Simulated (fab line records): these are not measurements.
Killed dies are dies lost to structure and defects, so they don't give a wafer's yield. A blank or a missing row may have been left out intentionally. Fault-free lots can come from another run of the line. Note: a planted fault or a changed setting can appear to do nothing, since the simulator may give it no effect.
A lot that was struck, set against a sound lot | flow sky130 | 22 out of 708 route steps
Sound: the wafers L268.1, L268.3, L268.6. Wafers L269.1, L269.4, L269.5 were the ones struck. Last of all comes the cause.
Per side, at each step with rows, come the tool, then ch with its chambers, and then its first start. Under that, the readings that differ: sound wafers | struck wafers | difference of the means | sigmas: that difference in standard deviations of wafers without a fault.
alike: same words and numbers on both sides, and readings whose means sit less than 2 such deviations apart. not compared: any withheld reading, any reading some wafer has no value for, any bound like >300 that may hide the same value, and any number with overlapping values for which the record gives no deviation.
The two part at a step that has a row with sigmas, a row that says differs or no value, or rows on one side only. Numbers that have no deviation but don't overlap get no sigmas and don't part them. A reading missing from all wafers of one side parts the sides only when that side holds two or more wafers.

first, 2 steps without rows for these wafers: SKY_RES_PROTECT_DEVELOP_06 (develop time 60 s); SKY_POLY_GATE_IMPLANT_02.
SKY_RES_PROTECT_STRIP_07: strips in O2/N2.
  sound on plasmaAsher-04 ch 0,1, day 15 10:28; struck on plasmaAsher-02 ch 0,1, day 15 22:04
  alike: drypumpMotorCurrentA, oesProductAu, stripTimeToEndpointS
  not compared: rfHoursCounterH
SKY_RES_PROTECT_TW_MEAS_08:
  struck on filmMetro-02, day 15 22:10; sound on filmMetro-04, day 15 10:34
  alike: POLY_GATE_TW
then, 2 steps without rows for these wafers: SKY_RES_PROTECT_CLEAN_09 (cleans in SC1/SC2, time 150 s); SKY_POLY_GATE_CVD_03 (deposits Si3N4 from DCS/NH3, target thk 75 nm, time 1290 s).
SKY_POLY_GATE_THK_MEAS_04:
  struck on filmMetro-02, day 16 00:07; sound on filmMetro-01, day 15 12:02
  alike: POLY_GATE_CVD_03_THK
then, 5 steps without rows for these wafers: SKY_POLY_GATE_DEHYDRATE_05 (time 60 s); SKY_POLY_GATE_HMDS_06 (prime time 60 s); SKY_POLY_GATE_COAT_07 (resist thk 110 nm); SKY_POLY_GATE_COAT_08 (resist thk 450 nm); SKY_POLY_GATE_SOFTBAKE_09 (time 90 s).
SKY_POLY_GATE_EXPOSE_10: exposes mask P1M, target cd 150 nm.
  sound on krfScanner-01 ch 0, day 16 01:41; struck on krfScanner-01 ch 0, day 16 14:44
reading | sound             | struck                     | difference | sigmas
mask    | P1M#0 P1M#0 P1M#0 | P1M_R1#0 P1M_R1#0 P1M_R1#0 | differs    | 
then, 2 steps without rows for these wafers: SKY_POLY_GATE_PEB_11; SKY_POLY_GATE_DEVELOP_12 (develop time 60 s).
SKY_POLY_GATE_CD_MEAS_13: target cd 150 nm.
  struck on cdSem-01, day 17 04:45; sound on cdSem-01, day 16 16:10
reading   | sound             | struck            | difference | sigmas
cdNm (nm) | 148.1 149.7 150.0 | 160.4 159.8 160.7 | +11.0      | +9
  not compared: hold
SKY_POLY_GATE_OVL_MEAS_14:
  struck on overlay-01, day 17 07:24; sound on overlay-01, day 16 16:17
reading | sound | struck                                                                  | difference                   | sigmas
hold    | - - - | awaitDispo/2.5h/release awaitDispo/2.5h/release awaitDispo/2.5h/release | no value on the sound wafers | 
  alike: POLY_GATE_OVL
SKY_POLY_GATE_ETCH_15: etches BARC in N2/H2, stops on SiO2, time 118.5 s, target depth 110 nm.
  sound on rieDiel-02 ch 0,1,2, day 16 16:19; struck on rieDiel-02 ch 0,1,2, day 17 07:26
reading                   | sound             | struck          | difference | sigmas
model.POLY_GATE.cdNm (nm) | 148.3 150.7 147.8 | 160.1 161 158.4 | +10.9      | 
  alike: drypumpMotorCurrentA, h2FlowSccm, oesProductAu, throttleValvePct
  not compared: rfHoursCounterH
SKY_POLY_GATE_ETCH_16: etches Si3N4 in CH3F/O2, stops on poly-Si, time 147.5 s, target depth 75 nm.
  sound on rieDiel-02 ch 0,1,2, day 16 16:24; struck on rieDiel-02 ch 0,1,2, day 17 07:31
  alike: drypumpMotorCurrentA, oesProductAu, throttleValvePct
  not compared: rfHoursCounterH
SKY_POLY_GATE_ETCH_17: etches poly-Si in HBr/Cl2, stops on SiO2, target depth 180 nm, time 70.5 s.
  sound on rieSi-02 ch 1,2, day 16 16:30; struck on rieSi-02 ch 0,3, day 17 07:37
reading                   | sound             | struck            | difference | sigmas
model.POLY_GATE.cdNm (nm) | 148.1 152.2 147.4 | 162.4 161.9 159.2 | +11.9      | 
  alike: drypumpMotorCurrentA, oesProductAu, throttleValvePct
  not compared: rfHoursCounterH
SKY_POLY_GATE_STRIP_18: strips in O2/N2.
  sound on plasmaAsher-04 ch 1, day 16 16:33; struck on plasmaAsher-04 ch 0,1, day 17 07:40
  alike: drypumpMotorCurrentA, oesProductAu, stripTimeToEndpointS
  not compared: rfHoursCounterH
-- here the record skips 29 days between the struck wafers' starts before and after, leaving off in module POLY_GATE and picking up in module PAD_OPEN (first step shown: number 708 of the route) --
SKY_PAD_OPEN_PROBE_99:
  struck on prober-02, day 46 03:20; sound on prober-01, day 45 17:16
reading                             | sound             | struck            | difference | sigmas
killedAtFrontEnd                    | 8 9 12            | 23 19 20          | +11        | +3
model.etest.pfet_01v8.rOnOhmUm      | 2938 3007 2882    | 3165 3115 3081    | +178       | 
model.etest.pfetG5v0d10v5.rOnOhmUm  | 4791 4836 4743    | 4931 4893 4854    | +103       | 
model.etest.resPoly.lineOhmUm       | 514.7 500.2 529.8 | 455.4 463.6 469   | -52.2      | 
model.etest.nfetG5v0d10v5.rOnOhmUm  | 1905 1891 1850    | 1938 1943 1921    | +52        | 
model.etest.sonosUncharged.rOnOhmUm | 802.2 814.5 810   | 849.2 857.4 851.7 | +43.9      | 
  alike: killed_at_M0_to_M3, killed_at_M4_up, killedAtContacts, killedAtOther, killedDies, killedOpen, killedShort
  not compared: model.etest.nfet_01v8.rOnOhmUm, model.etest.nfet_01v8_lvt.driveUaUm, model.etest.nfet_01v8.driveUaUm

== WHERE THEY PART ==
Last at SKY_PAD_OPEN_PROBE_99 as far as this record goes, first at SKY_POLY_GATE_EXPOSE_10.

WHY: whatever the simulator had introduced
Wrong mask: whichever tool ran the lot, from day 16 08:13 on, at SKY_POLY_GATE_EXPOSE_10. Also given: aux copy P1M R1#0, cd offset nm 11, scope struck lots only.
